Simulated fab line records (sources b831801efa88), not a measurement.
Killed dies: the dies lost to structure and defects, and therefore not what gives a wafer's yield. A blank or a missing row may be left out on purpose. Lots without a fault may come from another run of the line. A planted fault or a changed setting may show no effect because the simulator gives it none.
Chamber matching | flow sky130 | SKY_FIELD_ISO_ETCH_15 on rie-diel-02 has 4 sister chambers
The step etches the open film in CHF3/O2, stops on Si, target depth 180 nm, time 72 s. 4 wafers are shown with their chamber, then 7 later ones without.

== WAFERS WITH THEIR CHAMBER ==
wafer  | chamber | drypump-motor-current-A (A)
L220.5 | 1       | 5.1
L227.6 | 2       | 6.3
L236.1 | 0       | 5.9
L236.3 | 3       | 5.4

== WAFERS MISSING THEIR CHAMBER ==
wafer  | drypump-motor-current-A (A)
L236.4 | 6.4
L237.3 | 5.4
L237.4 | 5.2
L237.5 | 5.9
L240.3 | 5.9
L240.4 | 5.4
L240.5 | 5.9

== THE CHAMBER EACH PASSED THROUGH ==
wafer  | from the rows above     | in truth
L236.4 | 2                       | 2
L237.3 | 3                       | 3
L237.4 | can't be placed: 1 or 3 | 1
L237.5 | 0                       | 0
L240.3 | 0                       | 0
L240.4 | 3                       | 3
L240.5 | 0                       | 0
Placed correctly: 6 of 7. Not placeable from these rows: 1 (in 1, the candidates include the true chamber). Placed wrongly: 0.
How it was worked out, from the rows above alone: a wafer's distance from a chamber is the root of the sum, over the readings, of the square of ((its reading less the chamber's mean) divided by the reading's scatter). The wafer belongs to the nearest chamber; if the next one is less than 2 further off, it can't be placed. The mean given for a chamber averages the wafers shown for that chamber. The scatter: root of mean squared gap, hidden wafer to nearest shown wafer, with one shown wafer a chamber.
